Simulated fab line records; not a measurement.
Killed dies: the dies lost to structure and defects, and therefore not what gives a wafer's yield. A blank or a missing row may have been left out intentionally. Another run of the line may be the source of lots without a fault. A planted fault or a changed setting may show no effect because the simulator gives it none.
A single fault, viewed from 2 desks | flow sky130 | every desk sees just its own numbers, and what lay behind them comes last

== THE TOOL OWNER'S DESK: implanter-04 ==
The tool's own readings at SKY_LDD_LDN_IMPLANT_10: means of the sampled wafers that have a number, for each lot that ran on this tool. Marked OUT: a lot whose mean sits more than 4 standard deviations from the usual mean, which makes it out of limits; the brackets give that distance.
Columns: A = dose ions cm2 at SKY_LDD_LDN_IMPLANT_10, usual 1.25e+13; B = faraday current uA at SKY_LDD_LDN_IMPLANT_10, usual 70.6
lot  | first seen here | A                          | B
L465 | day 24 12:46    | 1.25e+13                   | 71.1
L471 | day 26 09:28    | 4.20e+12 (-99 or more) OUT | 23.7 (-36) OUT
L472 | day 26 15:58    | 4.24e+12 (-99 or more) OUT | 23.7 (-36) OUT
L480 | day 29 13:07    | 1.25e+13                   | 69.9
L482 | day 30 02:40    | 1.25e+13                   | 69.3
L486 | day 31 01:31    | 1.25e+13                   | 70.9
L487 | day 31 10:07    | 1.25e+13                   | 71.4
This desk's finding: out of limits on L471, L472; first on L471, day 26 09:28 (dose ions cm2 at SKY_LDD_LDN_IMPLANT_10). Within limits: L465, L480, L482, L486, L487.

== THE METROLOGY DESK ==
What the gauges read for every lot (on any tool): the sampled wafers with a number, averaged. Marked OUT: a lot whose mean sits more than 4 standard deviations from the usual mean, which makes it out of limits; the brackets give that distance.
Columns: A = LDD_HVP_TW at SKY_LDD_HVP_TW_MEAS_10, usual 458; B = LDD_LDN_TW at SKY_LDD_LDN_TW_MEAS_13, usual 1478; C = SD_P_RS at SKY_SD_N_RS_MEAS_17, usual 146.9 ohm/sq
lot  | first seen here | A   | B               | C
L465 | day 23 06:16    | 460 | 1501            | 146.4
L467 | day 23 16:43    | 463 | 1457            | 147.0
L466 | day 23 20:20    | 461 | 1462            | 147.3
L470 | day 24 22:47    | 458 | 1506            | 146.9
L471 | day 25 03:34    | 449 | 1381 (-4.2) OUT | 147.3
L472 | day 25 10:31    | 463 | 1421            | 147.0
L476 | day 27 08:54    | 462 | 1455            | 146.9
L479 | day 28 01:05    | 452 | 1503            | 147.0
L480 | day 28 08:14    | 465 | 1446            | 146.5
L482 | day 28 22:01    | 453 | 1498            | 147.4
L486 | day 29 19:59    | 465 | 1500            | 146.7
L487 | day 30 05:02    | 452 | 1497            | 146.8
This desk finds L471 out of limits, with the earliest case on L471 at day 26 09:52 (LDD_LDN_TW at SKY_LDD_LDN_TW_MEAS_13). Within limits: L465, L467, L466, L470, L472, L476, L479, L480, L482, L486, L487.

== PUT TOGETHER ==
An alarm could have come from the tool owner's desk at day 26 09:28, on L471, L472.
On L471, the metrology desk was in a position to raise an alarm at day 26 09:52.
The metrology desk holds a record of L472, inside its limits.
The lots listed all ran SKY_LDD_LDN_IMPLANT_10 on implanter-04.

== WHAT THE SIMULATOR HAD INSERTED ==
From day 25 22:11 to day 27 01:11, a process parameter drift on implanter-04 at SKY_LDD_LDN_IMPLANT_10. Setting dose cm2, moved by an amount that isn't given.
Lots struck among those shown: L471, L472.
Delay (hours) between the fault's onset and each desk's first out-of-limits reading: 11 at the tool owner's desk, 12 at the metrology desk.
